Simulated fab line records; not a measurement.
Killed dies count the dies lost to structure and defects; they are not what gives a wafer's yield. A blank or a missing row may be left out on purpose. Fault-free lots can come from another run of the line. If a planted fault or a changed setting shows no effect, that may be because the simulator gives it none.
Split-lot experiment + flow sfq_line + route with 325 steps; 5 lots, 23 wafers read

SPLIT DETAILS
At SFQ_TRILAYER_I0_VIA_LITHO_COAT_036 (resist thk 62 nm), the setting spin_rpm was moved away from the recipe's 3000 rpm on 6 of the 23 wafers read, by -5.8% to -4.1%. This setting was run at the recipe's value on the other wafers.

Reading taken at the split's own step.

THE READING
BARC_of_TRILAYER_I0_VIA_LITHO_COAT_036.thk_nm (the simulator's own value, which no gauge read), in nm, at SFQ_TRILAYER_I0_VIA_LITHO_COAT_036 (resist thk 62 nm). No usual value for it is given in the file. Here, 17 wafers ran the recipe; their average is 61.95 nm with a standard deviation of 0.16 nm.

| wafer  | tool, chamber at the split | spin_rpm as run, rpm | against the recipe | BARC_of_TRILAYER_I0_VIA_LITHO_COAT_036.thk_nm, nm | against lot-mates on the recipe |
|--------|----------------------------|----------------------|--------------------|---------------------------------------------------|---------------------------------|
| L077.1 | litho_track-01, 0          | 3000                 | recipe             | 61.91                                             | -                               |
| L077.2 | litho_track-01, 0          | 3000                 | recipe             | 61.65                                             | -                               |
| L077.3 | litho_track-01, 0          | 3000                 | recipe             | 61.99                                             | -                               |
| L082.1 | litho_track-03, 0          | 2878                 | -4.1%              | 63.06                                             | +1.04                           |
| L082.2 | litho_track-03, 0          | 3000                 | recipe             | 61.92                                             | -                               |
| L082.3 | litho_track-03, 0          | 2878                 | -4.1%              | 63.18                                             | +1.16                           |
| L082.5 | litho_track-03, 0          | 2878                 | -4.1%              | 63.33                                             | +1.31                           |
| L082.6 | litho_track-03, 0          | 3000                 | recipe             | 62.12                                             | -                               |
| L083.1 | litho_track-04, 0          | 3000                 | recipe             | 61.74                                             | -                               |
| L083.2 | litho_track-04, 0          | 3000                 | recipe             | 62.05                                             | -                               |
| L083.4 | litho_track-04, 0          | 3000                 | recipe             | 61.87                                             | -                               |
| L083.5 | litho_track-04, 0          | 3000                 | recipe             | 61.79                                             | -                               |
| L083.6 | litho_track-04, 0          | 3000                 | recipe             | 61.92                                             | -                               |
| L084.1 | litho_track-01, 0          | 2826                 | -5.8%              | 63.67                                             | +1.79                           |
| L084.2 | litho_track-01, 0          | 2826                 | -5.8%              | 63.77                                             | +1.89                           |
| L084.3 | litho_track-01, 0          | 2826                 | -5.8%              | 63.92                                             | +2.04                           |
| L084.4 | litho_track-01, 0          | 3000                 | recipe             | 61.89                                             | -                               |
| L084.5 | litho_track-01, 0          | 3000                 | recipe             | 61.87                                             | -                               |
| L085.1 | litho_track-01, 0          | 3000                 | recipe             | 62.09                                             | -                               |
| L085.2 | litho_track-01, 0          | 3000                 | recipe             | 62.18                                             | -                               |
| L085.3 | litho_track-01, 0          | 3000                 | recipe             | 62.28                                             | -                               |
| L085.4 | litho_track-01, 0          | 3000                 | recipe             | 61.91                                             | -                               |
| L085.5 | litho_track-01, 0          | 3000                 | recipe             | 62.05                                             | -                               |

FIT RESULTS
A straight line over all 23 wafers: BARC_of_TRILAYER_I0_VIA_LITHO_COAT_036.thk_nm changes by -0.312 nm for each +1% of spin_rpm; r = -0.98; the points scatter about the line by 0.15 nm.
The same after taking each lot's own level away (the mean of its wafers on the recipe; 23 wafers): -0.316 nm for each +1%; r = -0.99; scatter 0.13 nm.
According to that fit, moving spin_rpm by its largest amount changes the reading by 1.8 nm.
Measured against the standard deviation above, the lots' own levels, which go from 61.850 to 62.102 nm, span 1.6 times it.
Consequently the slope shifts little with the lot-to-lot level, the two slopes agreeing.
Check: +1.84 nm against its lot-mates is what the line predicts for one of the wafers moved furthest among these (-5.8%) when that wafer is left out of the fit. It came out at +1.79 nm against them.

THESE WAFERS: OTHER SPLITS
Note: prior to the reading, these wafers also went through further splits. Each is held against what the fit with the lots' levels taken away leaves over:
| other split on the same wafers             | wafers away from the commonest value | r with BARC_of_TRILAYER_I0_VIA_LITHO_COAT_036.thk_nm (lot level and that fit taken away) |
|--------------------------------------------|--------------------------------------|------------------------------------------------------------------------------------------|
| SFQ_TRILAYER_L0_DEP_SPUTTER_003 time_s     | 8                                    | -0.16                                                                                    |
| SFQ_TRILAYER_L0_LITHO_EXPOSE_006 dose_mj   | 10                                   | -0.14                                                                                    |
| SFQ_TRILAYER_M0_LITHO_COAT_021 spin_rpm    | 5                                    | +0.02                                                                                    |
| SFQ_TRILAYER_M0_ETCH_METAL_ETCH_024 time_s | 7                                    | +0.01                                                                                    |

THE FILE'S OWN FIT
BARC_of_TRILAYER_I0_VIA_LITHO_COAT_036.thk_nm changes by -0.315 nm for each +1% of spin_rpm, r = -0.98.
